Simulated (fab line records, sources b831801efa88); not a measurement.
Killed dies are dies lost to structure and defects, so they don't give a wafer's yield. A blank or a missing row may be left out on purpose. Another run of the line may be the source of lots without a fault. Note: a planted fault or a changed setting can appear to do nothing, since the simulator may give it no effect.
Which tool is to blame? | flow gf180mcu | 6 lots with 18 wafers sampled at 2 steps, on a route of 602 steps

## WHAT THE GAUGES READ, wafer by wafer
GF_MVPSD_TW_MEAS_11.
lot  | measured    | on            | MVPSD_TW
L419 | day 5 05:24 | film-metro-04 | 560 557 557
L421 | day 5 15:45 | film-metro-02 | 556 555 553
L423 | day 6 05:57 | film-metro-04 | 550 556 553
L425 | day 6 18:57 | film-metro-04 | 555 555 555
L428 | day 7 15:00 | film-metro-04 | 549 553 553
L437 | day 9 18:48 | film-metro-03 | 696 701 699

## TOOL THAT RAN EACH LOT (tool first, then ch and the chambers of the sampled wafers, then the start)
lot  | GF_MVPSD_IMPLANT_09
L419 | implanter-04 ch 0, day 5 05:09
L421 | implanter-04 ch 0, day 5 15:30
L423 | implanter-01 ch 0, day 6 05:42
L425 | implanter-02 ch 0, day 6 18:42
L428 | implanter-02 ch 0, day 7 14:45
L437 | implanter-01 ch 0, day 9 18:33
- GF_MVPSD_IMPLANT_09

## THE ANSWER, worked out from the rows above alone
Rule: the lots themselves supply what counts as usual. The widest of any qualifying gaps counts: lots, ordered by their means at a reading, are off when they make up no more than a third of the lots, leave a main group of 4 or more, and stand apart from it by 3 or more times the standard deviation of that group's means. If all means in a main group match to the digits the tables above print for the reading, that group is not used. A lot without any number at a reading at which 4 lots or more have one is off too. The other lots that the step has rows for count as sound.
Off: at GF_MVPSD_TW_MEAS_11 (MVPSD_TW), L437. The main group: mean 554, standard deviation 2.1.
If a tool, at a process step before that reading, ran all the lots that are off and no sound lot after the first of them, it fits. The gauges at GF_MVPSD_TW_MEAS_11 are tried like those tools. 2 tools fit, implanter-01 at GF_MVPSD_IMPLANT_09 and film-metro-03 at GF_MVPSD_TW_MEAS_11, so this cannot tell which one it is.

## WHAT THE SIMULATOR HAD INSERTED
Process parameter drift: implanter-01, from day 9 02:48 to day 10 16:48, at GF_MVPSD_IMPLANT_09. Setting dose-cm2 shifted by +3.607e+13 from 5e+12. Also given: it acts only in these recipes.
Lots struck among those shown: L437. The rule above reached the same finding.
